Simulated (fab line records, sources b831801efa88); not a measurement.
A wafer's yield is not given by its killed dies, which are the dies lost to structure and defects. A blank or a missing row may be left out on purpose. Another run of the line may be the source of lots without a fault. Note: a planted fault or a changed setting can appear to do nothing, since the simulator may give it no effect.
Which tool is to blame?    flow sky130    Sampling: 12 lots, 36 wafers, 4 of 708 route steps

## WHAT EACH GAUGE READ, for each wafer
SKY_POLY_GATE_OVL_MEAS_14. Usual: for POLY_GATE_OVL the level is 2 nm and the standard deviation is 5.8.
lot   measured      on          POLY_GATE_OVL (nm)  flag
L250  day 16 11:01  overlay-02  9 1 -5              
L259  day 19 21:23  overlay-01  -8 -4 1             
L261  day 20 14:14  overlay-02  -3 7 9              
L262  day 20 21:55  overlay-02  4 3 7               
L265  day 21 20:01  overlay-02  3 14 3              
L267  day 22 19:24  overlay-01  -3 1 2              
L268  day 23 03:32  overlay-01  0 8 0               
L269  day 23 09:41  overlay-02  6 3 1               
L270  day 23 20:25  overlay-02  0 10 20             
L271  day 23 22:37  overlay-01  -6 5 -5             
L272  day 24 08:53  overlay-02  -1 0 1              
L273  day 24 17:21  overlay-01  -5 -8 -4            

SKY_LDD_HVP_TW_MEAS_10. Usual: for LDD_HVP_TW the level is 457 and the standard deviation is 3.4.
lot   measured      on            LDD_HVP_TW   flag
L250  day 21 15:35  filmMetro-01  460 462 461  
L259  day 25 00:43  filmMetro-02  674 673 669  OFF
L261  day 25 18:37  filmMetro-02  674 673 673  OFF
L262  day 26 00:07  filmMetro-02  456 455 455  
L265  day 26 20:49  filmMetro-01  460 461 460  
L267  day 27 19:42  filmMetro-04  455 458 455  
L268  day 28 03:43  filmMetro-01  464 464 463  
L269  day 28 09:28  filmMetro-02  453 452 452  
L270  day 28 20:04  filmMetro-02  452 451 453  
L271  day 28 21:46  filmMetro-02  454 452 456  
L272  day 29 10:16  filmMetro-04  454 456 454  
L273  day 29 15:49  filmMetro-01  461 460 461  

## TOOL THAT RAN EACH LOT (tool first, then ch and the chambers of the sampled wafers, then the start)
lot   SKY_LDD_HVP_IMPLANT_08           SKY_LDD_HVP_STRIP_09
L250  implanter-02 ch 0, day 21 15:22  plasmaAsher-02 ch 0,1, day 21 15:30
L259  implanter-02 ch 0, day 25 00:28  plasmaAsher-01 ch 0,1, day 25 00:37
L261  implanter-02 ch 0, day 25 18:22  plasmaAsher-01 ch 0,1, day 25 18:31
L262  implanter-03 ch 0, day 25 23:53  plasmaAsher-01 ch 0,1, day 26 00:01
L265  implanter-01 ch 0, day 26 20:35  plasmaAsher-02 ch 0,1, day 26 20:43
L267  implanter-01 ch 0, day 27 19:27  plasmaAsher-01 ch 0,1, day 27 19:36
L268  implanter-02 ch 0, day 28 03:28  plasmaAsher-02 ch 0,1, day 28 03:37
L269  implanter-02 ch 0, day 28 09:13  plasmaAsher-01 ch 0, day 28 09:22
L270  implanter-01 ch 0, day 28 19:50  plasmaAsher-02 ch 0,1, day 28 19:57
L271  implanter-02 ch 0, day 28 21:32  plasmaAsher-02 ch 0,1, day 28 21:39
L272  implanter-02 ch 0, day 29 10:01  plasmaAsher-01 ch 0,1, day 29 10:10
L273  implanter-03 ch 0, day 29 15:35  plasmaAsher-03 ch 0,1, day 29 15:42
- SKY_LDD_HVP_IMPLANT_08
- SKY_LDD_HVP_STRIP_09: strips in O2/N2.

## AS READ BY THE TOOLS THEMSELVES (means over the sampled wafers that have a number; for cases with no such wafer, the mark the record gives instead)
SKY_LDD_HVP_IMPLANT_08. Usual: doseIonsCm2 1.7e+13, standard deviation 1.9e+10; endStationPressureTorr 5.08e-06 Torr, standard deviation 2.7e-07; faradayCurrentUA 95.8, standard deviation 2.
lot   tool          doseIonsCm2  endStationPressureTorr (Torr)  faradayCurrentUA  flag
L250  implanter-02  1.7e+13      4.98e-06                       93.6              
L259  implanter-02  6.0e+13      5.07e-06                       335.0             OFF
L261  implanter-02  6.0e+13      5.42e-06                       332.8             OFF
L262  implanter-03  1.7e+13      5.18e-06                       95.7              
L265  implanter-01  1.7e+13      4.98e-06                       93.6              
L267  implanter-01  1.7e+13      5.17e-06                       96.5              
L268  implanter-02  1.7e+13      5.10e-06                       94.5              
L269  implanter-02  1.7e+13      5.01e-06                       96.1              
L270  implanter-01  1.7e+13      4.86e-06                       95.5              
L271  implanter-02  1.7e+13      4.88e-06                       95.9              
L272  implanter-02  1.7e+13      5.04e-06                       95.4              
L273  implanter-03  1.7e+13      4.89e-06                       95.3              

SKY_LDD_HVP_STRIP_09. Usual: drypumpMotorCurrentA 5.6 A, standard deviation 0.37; oesProductAu 0.408 a.u., standard deviation 0.0047; stripTimeToEndpointS 4.133 s, standard deviation 0.015.
lot   tool            drypumpMotorCurrentA (A)  oesProductAu (a.u.)  stripTimeToEndpointS (s)  flag
L250  plasmaAsher-02  5.4                       0.407                4.142                     
L259  plasmaAsher-01  5.9                       0.406                4.136                     
L261  plasmaAsher-01  5.7                       0.406                4.140                     
L262  plasmaAsher-01  6.0                       0.411                4.126                     
L265  plasmaAsher-02  5.4                       0.405                4.116                     
L267  plasmaAsher-01  5.7                       0.411                4.128                     
L268  plasmaAsher-02  5.4                       0.405                4.151                     
L269  plasmaAsher-01  5.4                       0.403                4.134                     
L270  plasmaAsher-02  5.4                       0.410                4.129                     
L271  plasmaAsher-02  5.4                       0.407                4.124                     
L272  plasmaAsher-01  5.7                       0.409                4.139                     
L273  plasmaAsher-03  5.5                       0.408                4.132                     

## THE ANSWER, worked out from the rows above alone
Rule: lot off if the mean of its wafers having a number is beyond 3 standard deviations from the usual mean. A lot without any number at a reading at which 4 lots or more have one is off too. Where the step has rows for the other lots, those lots are counted as sound. The gauges are gone through in route order, then the tools' own readings, and for those a lot's mean is taken as printed above. At the first step where some lot is off, the reading lying furthest off is the one used; lots without a number count as furthest.
Off: L259, L261, at SKY_LDD_HVP_TW_MEAS_10 (LDD_HVP_TW).
A tool fits if, at a process step before that reading, it ran every lot that is off, and no sound lot after the first of them. The gauges at SKY_LDD_HVP_TW_MEAS_10 aren't tried: what is off there is off at SKY_LDD_HVP_IMPLANT_08 too, on other tools, and a gauge's error can't cause that. None of those tried fits.

## WHAT HAD BEEN PUT IN BY THE SIMULATOR
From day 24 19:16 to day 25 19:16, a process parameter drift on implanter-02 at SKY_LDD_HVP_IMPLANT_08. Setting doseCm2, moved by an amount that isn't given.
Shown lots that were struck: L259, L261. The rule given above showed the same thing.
